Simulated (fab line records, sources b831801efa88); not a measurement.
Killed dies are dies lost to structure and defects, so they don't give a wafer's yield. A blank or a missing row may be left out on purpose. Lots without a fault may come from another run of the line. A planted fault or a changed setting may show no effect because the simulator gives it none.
fab line records | flow sky130 | part 2 of 2: steps 44 to 44 of 44
record lots=6 wafers=18 last_day=50
route steps=708 shown VIA2@525 METAL3@532 CAPM@537 PAD_OPEN@708
lots that met no fault: from a run of the same line without faults
start_h: hours from the record's first day to the start of the lot's first wafer shown | wait_h: hours since the lot's step before | " the same as in the row above | L1.1+2: a row that stands for several wafers | - no value, or no start given | * or withheld: withheld | < > ~ a bound
route shown NAME@n: a module of which the file shows steps, and the number in the route of the first | usual: mean/standard deviation of fault-free wafers | same: alike in all rows | chamber/n: place in a boat | sites: the reading at each site | _std_site: their standard deviation | _edge_site: outer sites' mean less inner sites' | radius_mm: how far each site lies from the wafer's centre | mask NAME#n: copy n | behind: the tool/chamber that last shaped the wafer | hold: why the lot was held/for how many hours/how that ended | device: the transistor (n, p or np) that didn't switch | end of line: the same wafers' tests at the end of the route | a step without rows: its recipe alone | killed: dies lost to structure and defects at the first sort, not the wafer's yield | map: a wafer's dies, x killed, . not, _ none there
set.NAME: the setting as run; set.NAME@STEP: as run at that earlier step | model.NAME: the simulator's own value behind a step, which no gauge read
lots at some steps of the route; a table a step, a row a wafer
services: from which hour (start_h, from the record's first day; less than 0 if before it) a tool's chamber was out of use, for how many hours, and why
## steps
# step SKY_PAD_OPEN_PROBE_99
# usual defect_limited_yield=82.6/2 killed_at_M0_to_M3=42/6.7 killed_at_M4_up=3.0/1.9 killed_at_contacts=24/5.3 killed_at_front_end=16/4.3 killed_at_other=0.4/0.71 killed_dies=85/9.6 killed_open=46/6.5 killed_short=39/6.7 sort_bin_3_pad_short=0.9/0.46 sort_bin_5_function=10.3/1.3 sort_bin_6_memory=6.2/1.1 sort_n_pass=407/9.6 sort_yield_pct=82.6/2
# same gross_dies=492 killed_at_back_side=0 sort_bin_4_leakage[%]=0 sort_bin_8_speed[%]=0
# columns lot.wafer tool chamber start_h wait_h defect_limited_yield[%] killed_at_M0_to_M3 killed_at_M4_up killed_at_contacts killed_at_front_end killed_at_other killed_dies killed_open killed_short sort_bin_3_pad_short[%] sort_bin_5_function[%] sort_bin_6_memory[%] sort_n_pass sort_yield_pct[%] model.etest.cap_mim.bv_v model.etest.cap_mim.leak_log10_a_cm2 model.etest.cap_mim.c_ff_um2
L875.2 prober-01 - 1106.09 0.1 84.1 39 2 24 12 1 78 45 33 1.2 10.0 4.7 414 84.1 13.73 -8.814 2.375
L875.4 prober-01 - 1106.19 0.2 83.1 34 9 22 18 0 83 52 31 0.4 11.6 4.9 409 83.1 15.01 -9.039 2.261
L875.5 prober-01 - 1106.24 0.2 81.1 44 3 28 17 1 93 44 49 1.6 9.3 7.9 399 81.1 14.38 -9.012 2.274
L882.3 prober-02 - 1155.20 0.2 83.3 36 3 19 23 1 82 40 41 2.0 8.5 6.1 410 83.3 13.67 -8.736 2.347
L882.4 prober-02 - 1155.25 0.2 86.2 35 3 19 11 0 68 36 32 0.8 10.0 3.0 424 86.2 13.78 -8.977 2.344
L882.6 prober-02 - 1155.35 0.2 84.8 27 5 27 16 0 75 44 31 0 7.7 7.5 417 84.8 14.11 -9.016 2.313
L886.1 prober-02 - 1170.45 0.1 83.3 47 2 21 10 2 82 44 37 0.6 10.2 5.9 410 83.3 13.58 -8.918 2.42
L886.2 prober-02 - 1170.50 0.1 83.1 39 3 26 13 2 83 48 33 0.4 12.2 4.3 409 83.1 13.32 -8.773 2.417
L886.3 prober-02 - 1170.55 0.2 82.9 46 3 12 20 3 84 47 34 0.6 10.4 6.1 408 82.9 13.55 -8.996 2.358
L891.2 prober-01 - 1185.73 0.1 80.5 42 6 29 19 0 96 48 48 0.6 10.6 8.3 396 80.5 12.57 -8.461 2.627
L891.3 prober-01 - 1185.78 0.2 78.7 47 5 34 19 0 105 59 46 1.8 12.8 6.7 387 78.7 12.25 -8.732 2.634
L891.6 prober-01 - 1185.93 0.2 77.8 47 8 24 30 0 109 51 58 2.0 13.6 6.5 383 77.8 12.09 -8.42 2.599
L893.3 prober-01 - 1196.51 0.2 81.9 42 2 31 14 0 89 53 36 0.8 10.4 6.9 403 81.9 13.99 -8.919 2.292
L893.5 prober-01 - 1196.61 0.2 83.3 40 2 22 18 0 82 47 35 0.8 10.8 5.1 410 83.3 14.27 -9.019 2.257
L893.6 prober-01 - 1196.66 0.2 81.9 58 3 15 13 0 89 54 35 1.4 11.4 5.3 403 81.9 14.86 -9.081 2.241
L894.1 prober-02 - 1198.00 0.1 76.6 57 1 30 27 0 115 51 63 1.4 14.0 7.9 377 76.6 12.3 -8.515 2.634
L894.4 prober-02 - 1198.15 0.2 80.7 48 1 26 20 0 95 51 43 1.6 10.4 7.3 397 80.7 13.13 -8.619 2.522
L894.5 prober-02 - 1198.20 0.2 81.9 45 2 24 18 0 89 48 41 1.6 9.8 6.7 403 81.9 12.95 -8.508 2.59
# killed by level:class
L875.2 VIA1:geometric_particle:open=13 LI_CONTACT:geometric_particle:open=6 CONTACT:geometric_particle:open=5 METAL3:geometric_particle:short=5 VIA3:geometric_particle:open=5 POLY_GATE:geometric_particle:short=4 LI_CONTACT:geometric_particle:short=4 CONTACT:geometric_particle:short=4
L875.4 FIELD_ISO:geometric_particle:open=8 METAL4:geometric_particle:short=8 LI_CONTACT:geometric_particle:open=8 VIA3:geometric_particle:open=8 VIA1:geometric_particle:open=8 POLY_GATE:geometric_particle:open=6 CONTACT:geometric_particle:open=6 METAL1:geometric_particle:short=5
L875.5 VIA2:geometric_particle:open=7 LOCAL_INTERCONNECT:geometric_particle:short=7 CONTACT:geometric_particle:open=7 VIA1:geometric_particle:open=7 METAL1:geometric_particle:short=6 LI_CONTACT:geometric_particle:open=5 VIA3:geometric_particle:open=5 VIA3:geometric_particle:short=5
L882.3 VIA1:geometric_particle:open=9 LI_CONTACT:geometric_particle:open=7 FIELD_ISO:geometric_particle:short=5 POLY_GATE:geometric_particle:open=5 METAL1:geometric_particle:short=5 VIA1:geometric_particle:short=5 POLY_GATE:geometric_particle:short=4 VIA2:geometric_particle:short=4
L882.4 VIA1:geometric_particle:open=10 METAL2:geometric_particle:short=7 LI_CONTACT:geometric_particle:open=6 CONTACT:geometric_particle:open=6 VIA2:geometric_particle:open=5 FIELD_ISO:geometric_particle:short=3 METAL1:geometric_particle:short=3 METAL4:geometric_particle:short=3
L882.6 LI_CONTACT:geometric_particle:open=10 CONTACT:geometric_particle:open=9 VIA1:geometric_particle:open=8 FIELD_ISO:geometric_particle:short=5 POLY_GATE:geometric_particle:short=5 VIA3:geometric_particle:open=5 VIA2:geometric_particle:short=4 POLY_GATE:geometric_particle:open=4
L886.1 CONTACT:geometric_particle:open=14 VIA2:geometric_particle:open=10 VIA1:geometric_particle:open=8 METAL1:geometric_particle:short=8 METAL2:geometric_particle:short=5 VIA3:geometric_particle:short=5 CONTACT:geometric_particle:short=4 VIA2:geometric_particle:short=3
L886.2 CONTACT:geometric_particle:open=10 LI_CONTACT:geometric_particle:open=8 POLY_GATE:geometric_particle:open=7 VIA1:geometric_particle:open=7 VIA2:geometric_particle:short=6 METAL2:geometric_particle:short=5 LOCAL_INTERCONNECT:geometric_particle:short=4 VIA2:geometric_particle:open=4
L886.3 VIA2:geometric_particle:open=8 POLY_GATE:geometric_particle:open=7 METAL3:geometric_particle:short=6 VIA3:geometric_particle:open=6 VIA1:geometric_particle:open=5 FIELD_ISO:geometric_particle:short=4 POLY_GATE:geometric_particle:short=4 METAL2:geometric_particle:open=4
L891.2 CONTACT:geometric_particle:open=13 VIA1:geometric_particle:open=10 CONTACT:geometric_particle:short=7 FIELD_ISO:geometric_particle:short=6 VIA1:geometric_particle:short=6 VIA3:geometric_particle:open=6 FIELD_ISO:geometric_particle:open=5 METAL2:geometric_particle:short=5
L891.3 CONTACT:geometric_particle:open=17 VIA1:geometric_particle:open=10 VIA2:geometric_particle:open=10 CONTACT:geometric_particle:short=8 FIELD_ISO:geometric_particle:short=6 LOCAL_INTERCONNECT:geometric_particle:short=6 FIELD_ISO:geometric_particle:open=5 METAL1:geometric_particle:short=5
L891.6 VIA1:geometric_particle:open=13 FIELD_ISO:geometric_particle:open=9 POLY_GATE:geometric_particle:short=7 CONTACT:geometric_particle:open=7 METAL4:geometric_particle:short=7 CONTACT:geometric_particle:short=6 METAL1:geometric_particle:short=6 POLY_GATE:geometric_particle:open=5
L893.3 CONTACT:geometric_particle:open=15 VIA3:geometric_particle:open=10 FIELD_ISO:geometric_particle:open=8 METAL1:geometric_particle:short=7 LI_CONTACT:geometric_particle:short=6 VIA1:geometric_particle:open=6 FIELD_ISO:geometric_particle:short=4 METAL2:geometric_particle:short=4
L893.5 VIA1:geometric_particle:open=15 CONTACT:geometric_particle:open=7 FIELD_ISO:geometric_particle:short=6 LI_CONTACT:geometric_particle:open=6 CONTACT:geometric_particle:short=6 VIA3:geometric_particle:open=5 FIELD_ISO:geometric_particle:open=4 POLY_GATE:geometric_particle:short=4
L893.6 VIA1:geometric_particle:open=17 VIA2:geometric_particle:open=7 CONTACT:geometric_particle:open=6 METAL1:geometric_particle:short=6 METAL2:geometric_particle:short=6 VIA3:geometric_particle:open=6 VIA3:geometric_particle:short=5 FIELD_ISO:geometric_particle:open=4
L894.1 CONTACT:geometric_particle:open=10 VIA3:geometric_particle:short=9 VIA2:geometric_particle:open=8 METAL2:geometric_particle:short=8 FIELD_ISO:geometric_particle:open=7 POLY_GATE:geometric_particle:short=7 LI_CONTACT:geometric_particle:open=7 METAL1:geometric_particle:short=7
L894.4 VIA1:geometric_particle:open=17 METAL1:geometric_particle:short=7 POLY_GATE:geometric_particle:short=6 LI_CONTACT:geometric_particle:open=6 CONTACT:geometric_particle:open=6 VIA3:geometric_particle:open=6 LI_CONTACT:geometric_particle:short=5 LOCAL_INTERCONNECT:geometric_particle:short=5
L894.5 POLY_GATE:geometric_particle:open=10 CONTACT:geometric_particle:open=9 VIA1:geometric_particle:open=7 LI_CONTACT:geometric_particle:open=7 METAL3:geometric_particle:short=7 VIA3:geometric_particle:open=7 METAL2:geometric_particle:short=5 METAL1:geometric_particle:short=5
## services
# columns tool chamber start_h hours kind
rie_diel-01 2 874.73 5.6 repair
rie_diel-02 2 881.58 10.0 repair
rie_diel-03 - 882.90 0.4 repair
pvd_sputter-01 - 884.99 2.0 repair
pvd_sputter-02 - 887.82 1.0 repair
rie_diel-02 0 889.46 26.4 repair
rie_diel-02 1 892.14 8.2 repair
pecvd-02 1 905.11 10.5 repair
rie_diel-03 1 917.02 7.1 repair
pvd_sputter-04 - 918.84 2.8 repair
rie_metal-01 0 929.82 - clean
rie_metal-01 0 929.82 25.4 scheduled_down
rie_metal-01 0 929.82 25.4 vent_cycle
rie_diel-03 - 944.15 0.2 repair
rie_metal-01 0 956.21 134.6 repair
pvd_sputter-01 - 964.91 0.7 repair
pvd_sputter-01 3 973.23 - consumable_replace:kit
pvd_sputter-01 3 973.23 18.0 scheduled_down
pvd_sputter-01 3 973.23 18.0 vent_cycle
rie_diel-01 2 977.09 2.0 repair
pecvd-02 - 978.25 0.3 repair
pvd_sputter-01 - 994.16 3.2 repair
pecvd-03 1 1003.92 2.6 repair
rie_metal-04 - 1028.64 1.4 pm
## key
first_sign step=SKY_CAPM_THK_MEAS_01 reading=CAPM_CVD_00_THK direction=down sigmas=6 usual=15.59 struck=13.99
effect step=SKY_METAL3_ETCH_17 reading=oes_product_au direction=down sigmas=4.6 usual=0.757 struck=0.720
model_effect step=SKY_CAPM_CVD_00 value=SiO2_of_CAPM_CVD_00.thk_nm without=15.42 struck=13.99
model_effect step=SKY_METAL3_ETCH_17 value=etch.depth_nm without=15.42 struck=13.99
model_effect step=SKY_PAD_OPEN_PROBE_99 value=etest.cap_mim.bv_v without=13.82 struck=12.55
met_at SKY_CAPM_CVD_00
struck_wafers L891.2,L891.3,L891.6,L894.1,L894.4,L894.5
onset_between 961.07 984.28
also_fits SKY_METAL3_SPUTTER_00:pvd_sputter-01,SKY_METAL3_SPUTTER_03:pvd_sputter-01,SKY_METAL3_SPUTTER_04:pvd_sputter-01
fault kind=process_parameter_drift tool=pecvd-02 chamber=- onset_h=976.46 steps=SKY_CAPM_CVD_00 channel=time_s offset=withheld shape=step end_h=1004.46 acts_in=*
